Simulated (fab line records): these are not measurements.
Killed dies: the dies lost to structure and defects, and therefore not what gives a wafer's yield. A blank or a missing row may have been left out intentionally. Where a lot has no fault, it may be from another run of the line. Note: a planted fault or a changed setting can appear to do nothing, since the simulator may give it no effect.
Which tool was responsible? :: flow sky130 :: 32 wafers sampled from 11 lots at 1 step of a route of 708

## WHAT THE GAUGES SHOWED, per wafer
SKY_FIELD_ISO_BOW_MEAS_00.
lot: L291
measured: day 1 10:01
on: film_metro-03
INCOMING_BOW (um): 4 4 4

lot: L292
measured: day 1 15:00
on: film_metro-02
INCOMING_BOW (um): 1 9 -17

lot: L293
measured: day 1 20:01
on: film_metro-01
INCOMING_BOW (um): -7 12 -9

lot: L294
measured: day 2 01:02
on: film_metro-02
INCOMING_BOW (um): -10 11 1

lot: L295
measured: day 2 06:00
on: film_metro-02
INCOMING_BOW (um): 0 0 2

lot: L296
measured: day 2 11:00
on: film_metro-03
INCOMING_BOW (um): 0 25 6

lot: L297
measured: day 2 16:00
on: film_metro-02
INCOMING_BOW (um): -4 -3 -5

lot: L306
measured: day 4 13:02
on: film_metro-03
INCOMING_BOW (um): 9 -10 8

lot: L309
measured: day 5 04:00
on: film_metro-03
INCOMING_BOW (um): 1 -11

lot: L311
measured: day 5 14:00
on: film_metro-03
INCOMING_BOW (um): 4 -3 0

lot: L312
measured: day 5 19:01
on: film_metro-03
INCOMING_BOW (um): 4 3 4

## WHICH TOOL RAN EACH LOT (tool, then ch and the chambers of the sampled wafers, then the start)
Record: no process step prior to these readings.

## THE ANSWER, worked out from the rows above alone
Rule: usual is defined by the lots themselves. The widest of any qualifying gaps counts: lots, ordered by their means at a reading, are off when they make up no more than a third of the lots, leave a main group of 4 or more, and stand apart from it by 3 or more times the standard deviation of that group's means. The tables above print the reading to a certain number of digits; a main group whose means all agree to those digits is not used. Also off: a lot with no number at a reading for which 4 or more lots have one. Any other lot the step has rows for is counted as sound.
Across all readings shown, no lot is off: no conclusion can be drawn from this.

## WHAT THE SIMULATOR PUT IN
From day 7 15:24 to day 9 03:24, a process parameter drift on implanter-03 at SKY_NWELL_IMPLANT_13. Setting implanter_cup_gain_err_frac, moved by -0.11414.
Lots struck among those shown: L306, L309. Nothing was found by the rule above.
